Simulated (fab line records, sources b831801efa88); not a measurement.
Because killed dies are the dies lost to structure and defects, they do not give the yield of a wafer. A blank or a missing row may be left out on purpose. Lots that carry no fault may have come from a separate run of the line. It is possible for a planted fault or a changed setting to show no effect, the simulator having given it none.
Split-lot trial / flow sky130 / 23 wafers read across 5 lots, on a route 708 steps long

== ON THE SPLIT ==
At SKY_VT_ADJUST_NCORE_EXPOSE_04 (exposes mask LVTN COMPLEMENT THIN, target cd 380 nm), the setting dose_mj was moved away from the recipe's 139 on 5 of the 23 wafers read, by -3.5% to +4.5%. For the rest of the wafers, this setting stayed at what the recipe calls for.

== FROM THE SPLIT TO THE READING: what the file shows between them, 2 steps ==
- SKY_VT_ADJUST_NCORE_PEB_05
- SKY_VT_ADJUST_NCORE_DEVELOP_06: develop time 59.05 s

== THE READING ==
cd_nm, in nm, at SKY_VT_ADJUST_NCORE_CD_MEAS_07 (target cd 380 nm). A value of 380.3 nm with a standard deviation of 2.1 nm is what fault-free wafers of this fab line usually give.

wafer=L075.1; tool, chamber at the split=iline_stepper-02, 0; dose_mj as run=139; against the recipe=recipe; cd_nm, nm=377.4; against lot-mates on the recipe=-
wafer=L075.2; tool, chamber at the split=iline_stepper-02, 0; dose_mj as run=139; against the recipe=recipe; cd_nm, nm=377.8; against lot-mates on the recipe=-
wafer=L075.3; tool, chamber at the split=iline_stepper-02, 0; dose_mj as run=139; against the recipe=recipe; cd_nm, nm=376.8; against lot-mates on the recipe=-
wafer=L075.4; tool, chamber at the split=iline_stepper-02, 0; dose_mj as run=139; against the recipe=recipe; cd_nm, nm=376.0; against lot-mates on the recipe=-
wafer=L075.6; tool, chamber at the split=iline_stepper-02, 0; dose_mj as run=139; against the recipe=recipe; cd_nm, nm=376.5; against lot-mates on the recipe=-
wafer=L077.2; tool, chamber at the split=iline_stepper-02, 0; dose_mj as run=139; against the recipe=recipe; cd_nm, nm=381.6; against lot-mates on the recipe=-
wafer=L077.3; tool, chamber at the split=iline_stepper-02, 0; dose_mj as run=139; against the recipe=recipe; cd_nm, nm=380.4; against lot-mates on the recipe=-
wafer=L077.5; tool, chamber at the split=iline_stepper-02, 0; dose_mj as run=139; against the recipe=recipe; cd_nm, nm=382.1; against lot-mates on the recipe=-
wafer=L079.1; tool, chamber at the split=iline_stepper-01, 0; dose_mj as run=139; against the recipe=recipe; cd_nm, nm=383.3; against lot-mates on the recipe=-
wafer=L079.2; tool, chamber at the split=iline_stepper-01, 0; dose_mj as run=145.2; against the recipe=+4.5%; cd_nm, nm=396.2; against lot-mates on the recipe=+13.2
wafer=L079.4; tool, chamber at the split=iline_stepper-01, 0; dose_mj as run=145.2; against the recipe=+4.5%; cd_nm, nm=394.2; against lot-mates on the recipe=+11.2
wafer=L079.5; tool, chamber at the split=iline_stepper-01, 0; dose_mj as run=139; against the recipe=recipe; cd_nm, nm=382.7; against lot-mates on the recipe=-
wafer=L079.6; tool, chamber at the split=iline_stepper-01, 0; dose_mj as run=145.2; against the recipe=+4.5%; cd_nm, nm=394.9; against lot-mates on the recipe=+11.9
wafer=L081.1; tool, chamber at the split=iline_stepper-02, 0; dose_mj as run=139; against the recipe=recipe; cd_nm, nm=381.5; against lot-mates on the recipe=-
wafer=L081.2; tool, chamber at the split=iline_stepper-02, 0; dose_mj as run=134.2; against the recipe=-3.5%; cd_nm, nm=372.1; against lot-mates on the recipe=-8.6
wafer=L081.3; tool, chamber at the split=iline_stepper-02, 0; dose_mj as run=139; against the recipe=recipe; cd_nm, nm=380.7; against lot-mates on the recipe=-
wafer=L081.4; tool, chamber at the split=iline_stepper-02, 0; dose_mj as run=139; against the recipe=recipe; cd_nm, nm=380.0; against lot-mates on the recipe=-
wafer=L081.6; tool, chamber at the split=iline_stepper-02, 0; dose_mj as run=134.2; against the recipe=-3.5%; cd_nm, nm=370.6; against lot-mates on the recipe=-10.1
wafer=L085.1; tool, chamber at the split=iline_stepper-02, 0; dose_mj as run=139; against the recipe=recipe; cd_nm, nm=379.3; against lot-mates on the recipe=-
wafer=L085.2; tool, chamber at the split=iline_stepper-02, 0; dose_mj as run=139; against the recipe=recipe; cd_nm, nm=381.1; against lot-mates on the recipe=-
wafer=L085.4; tool, chamber at the split=iline_stepper-02, 0; dose_mj as run=139; against the recipe=recipe; cd_nm, nm=379.7; against lot-mates on the recipe=-
wafer=L085.5; tool, chamber at the split=iline_stepper-02, 0; dose_mj as run=139; against the recipe=recipe; cd_nm, nm=382.6; against lot-mates on the recipe=-
wafer=L085.6; tool, chamber at the split=iline_stepper-02, 0; dose_mj as run=139; against the recipe=recipe; cd_nm, nm=382.2; against lot-mates on the recipe=-

THE FIT
A straight line over all 23 wafers: cd_nm changes by +3.1 nm for each +1% of dose_mj; r = +0.94; the points scatter about the line by 2.2 nm.
The same after taking each lot's own level away (the mean of its wafers on the recipe; 23 wafers): +2.71 nm for each +1%; r = +0.99; scatter 0.89 nm.
Per that fit: largest dose_mj move, reading shift of 12 nm.
Across the lots, their own levels run from 376.90 to 383.00 nm, a range of 2.9 times the standard deviation given above.
Hence the slope depends on the lot-to-lot level, as the two fits are not the same.
Check: with one of the wafers moved furthest among these (+4.5%) left out of the fit, the line predicts +11.7 nm for it against its lot-mates. It came out at +13.2 nm against them.

== THE WHOLE CHAIN: every reading that the file lists as answering this split, in the file's order ==
step=SKY_VT_ADJUST_NCORE_DEVELOP_06; what it does=develop time 59.05 s; reading=VT_ADJUST_NCORE.cd_nm (the simulator's own value, which no gauge read); change (the file's fit)=+2.69 nm for each +1% of the setting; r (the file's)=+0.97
step=SKY_VT_ADJUST_NCORE_CD_MEAS_07; what it does=target cd 380 nm; reading=cd_nm; change (the file's fit)=+2.72 nm for each +1% of the setting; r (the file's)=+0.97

== FILE'S OWN FIT ==
cd_nm changes by +2.72 nm for each +1% of dose_mj, r = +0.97.
